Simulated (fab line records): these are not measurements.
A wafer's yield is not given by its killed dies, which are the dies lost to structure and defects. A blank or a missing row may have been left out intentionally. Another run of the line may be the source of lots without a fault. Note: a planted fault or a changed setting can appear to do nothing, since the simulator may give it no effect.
Which tool is to blame? + flow gf180mcu + 42 wafers from 14 lots sampled at 4 of the route's 602 steps

== WHAT THE GAUGES SHOWED, per wafer ==
GF_V3_RS_MEAS_24: a four-point-probe measurement.
| lot  | measured     | on            | V3_W_RS (ohm/sq)  |
|------|--------------|---------------|-------------------|
| L682 | day 22 03:43 | film metro-01 | 0.324 0.322 0.319 |
| L683 | day 22 16:12 | film metro-01 | 0.321 0.325 0.325 |
| L685 | day 23 11:58 | film metro-03 | 0.328 0.323 0.325 |
| L686 | day 23 18:08 | film metro-03 | 0.326 0.324 0.325 |
| L689 | day 24 19:43 | film metro-04 | 0.330 0.328 0.327 |
| L687 | day 24 20:56 | film metro-04 | 0.334 0.330 0.331 |
| L690 | day 25 06:44 | film metro-04 | 0.329 0.328 0.327 |
| L691 | day 25 19:26 | film metro-01 | 0.324 0.328 0.326 |
| L692 | day 25 20:02 | film metro-04 | 0.327 0.327 0.329 |
| L694 | day 26 13:03 | film metro-04 | 0.325 0.329 0.327 |
| L695 | day 27 09:47 | film metro-03 | 0.331 0.327 0.329 |
| L696 | day 27 12:52 | film metro-01 | 0.328 0.324 0.326 |
| L702 | day 29 05:22 | film metro-04 | 0.320 0.326 0.322 |
| L704 | day 29 13:26 | film metro-03 | 0.325 0.327 0.328 |

== EACH LOT AND THE TOOL THAT RAN IT (in order: tool; ch and the chambers of the sampled wafers; start) ==
| lot  | GF_M3_SPUTTER_00             | GF_V3_DEVELOP_13                  | GF_V3_SPUTTER_22             |
|------|------------------------------|-----------------------------------|------------------------------|
| L682 | pvd sputter-03, day 20 01:02 | litho track-03 ch 0, day 22 02:32 | pvd sputter-04, day 22 03:32 |
| L683 | pvd sputter-01, day 20 13:58 | litho track-01 ch 0, day 22 15:01 | pvd sputter-01, day 22 16:02 |
| L685 | pvd sputter-03, day 21 10:35 | litho track-04 ch 0, day 23 10:47 | pvd sputter-04, day 23 11:49 |
| L686 | pvd sputter-01, day 21 16:49 | litho track-04 ch 0, day 23 16:58 | pvd sputter-03, day 23 17:58 |
| L689 | pvd sputter-03, day 22 20:07 | litho track-04 ch 0, day 24 18:29 | pvd sputter-04, day 24 19:34 |
| L687 | pvd sputter-01, day 22 22:15 | litho track-01 ch 0, day 24 19:40 | pvd sputter-04, day 24 20:43 |
| L690 | pvd sputter-03, day 23 07:31 | litho track-03 ch 0, day 25 05:34 | pvd sputter-03, day 25 06:35 |
| L691 | pvd sputter-03, day 23 21:23 | litho track-03 ch 0, day 25 18:14 | pvd sputter-04, day 25 19:16 |
| L692 | pvd sputter-01, day 23 23:14 | litho track-01 ch 0, day 25 18:50 | pvd sputter-03, day 25 19:52 |
| L694 | pvd sputter-03, day 24 15:22 | litho track-01 ch 0, day 26 11:52 | pvd sputter-03, day 26 12:52 |
| L695 | pvd sputter-03, day 25 13:27 | litho track-01 ch 0, day 27 08:31 | pvd sputter-01, day 27 09:37 |
| L696 | pvd sputter-01, day 25 16:11 | litho track-04 ch 0, day 27 11:35 | pvd sputter-04, day 27 12:43 |
| L702 | pvd sputter-02, day 27 11:23 | litho track-04 ch 0, day 29 04:11 | pvd sputter-03, day 29 05:11 |
| L704 | pvd sputter-01, day 27 20:49 | litho track-03 ch 0, day 29 12:13 | pvd sputter-01, day 29 13:17 |
- GF_M3_SPUTTER_00: material Ti, target thk 37.5 nm, time 150 s.
- GF_V3_DEVELOP_13: develop time 60 s.
- GF_V3_SPUTTER_22: material TiN, target thk 10 nm, time 40 s.

== WHAT THE TOOLS THEMSELVES READ (means of the sampled wafers that have a number; where no wafer has one, the mark that the record gives instead) ==
GF_M3_SPUTTER_00.
| lot  | tool           | substrate temp c (C) | throttle valve pct (%) |
|------|----------------|----------------------|------------------------|
| L682 | pvd sputter-03 | 199.96               | 29.8                   |
| L683 | pvd sputter-01 | 200.17               | 30.8                   |
| L685 | pvd sputter-03 | 200.03               | 29.4                   |
| L686 | pvd sputter-01 | 200.05               | 31.0                   |
| L689 | pvd sputter-03 | 199.97               | 29.5                   |
| L687 | pvd sputter-01 | 199.92               | 30.9                   |
| L690 | pvd sputter-03 | 200.06               | 29.6                   |
| L691 | pvd sputter-03 | 199.96               | 29.0                   |
| L692 | pvd sputter-01 | 199.84               | 30.7                   |
| L694 | pvd sputter-03 | 199.98               | 29.0                   |
| L695 | pvd sputter-03 | 199.89               | 29.6                   |
| L696 | pvd sputter-01 | 200.03               | 30.1                   |
| L702 | pvd sputter-02 | 200.13               | 30.6                   |
| L704 | pvd sputter-01 | 199.92               | 30.9                   |

GF_V3_DEVELOP_13.
| lot  | tool           | developer temp C (C) |
|------|----------------|----------------------|
| L682 | litho track-03 | 20.83                |
| L683 | litho track-01 | 20.93                |
| L685 | litho track-04 | 20.99                |
| L686 | litho track-04 | 21.01                |
| L689 | litho track-04 | 20.97                |
| L687 | litho track-01 | 20.88                |
| L690 | litho track-03 | 20.94                |
| L691 | litho track-03 | 21.01                |
| L692 | litho track-01 | 21.03                |
| L694 | litho track-01 | 18.90                |
| L695 | litho track-01 | 18.91                |
| L696 | litho track-04 | 20.89                |
| L702 | litho track-04 | 20.95                |
| L704 | litho track-03 | 20.91                |

GF_V3_SPUTTER_22.
| lot  | tool           | throttle valve pct (%) |
|------|----------------|------------------------|
| L682 | pvd sputter-04 | 28.6                   |
| L683 | pvd sputter-01 | 30.7                   |
| L685 | pvd sputter-04 | 30.6                   |
| L686 | pvd sputter-03 | 28.5                   |
| L689 | pvd sputter-04 | 28.6                   |
| L687 | pvd sputter-04 | 28.9                   |
| L690 | pvd sputter-03 | 29.5                   |
| L691 | pvd sputter-04 | 29.9                   |
| L692 | pvd sputter-03 | 30.1                   |
| L694 | pvd sputter-03 | 28.4                   |
| L695 | pvd sputter-01 | 31.6                   |
| L696 | pvd sputter-04 | 29.1                   |
| L702 | pvd sputter-03 | 28.9                   |
| L704 | pvd sputter-01 | 30.9                   |

== THE ANSWER, worked out from the rows above alone ==
Rule: usual is defined by the lots themselves. The widest of any qualifying gaps counts: lots, ordered by their means at a reading, are off when they make up no more than a third of the lots, leave a main group of 4 or more, and stand apart from it by 3 or more times the standard deviation of that group's means. A main group is skipped when, at the precision printed for the reading in the tables above, its means are all equal. Also off: a lot with no number at a reading for which 4 or more lots have one. Where the step has rows for the other lots, those lots are counted as sound. First the gauges in route order, then the tools' own readings, where a lot's mean is used as printed above. At the first step where some lot is off, the reading lying furthest off is the one used; lots without a number count as furthest.
Off, at GF_V3_DEVELOP_13 on developer temp C: L694, L695. Mean 20.95 C and standard deviation 0.058 in the main group.
A tool fits if, at that step or a process step before it, it ran every lot that is off, and no sound lot after the first of them. This does not decide it: 2 tools fit, namely pvd sputter-03 at GF_M3_SPUTTER_00 and litho track-01 at GF_V3_DEVELOP_13.

== WHAT THE SIMULATOR HAD INSERTED ==
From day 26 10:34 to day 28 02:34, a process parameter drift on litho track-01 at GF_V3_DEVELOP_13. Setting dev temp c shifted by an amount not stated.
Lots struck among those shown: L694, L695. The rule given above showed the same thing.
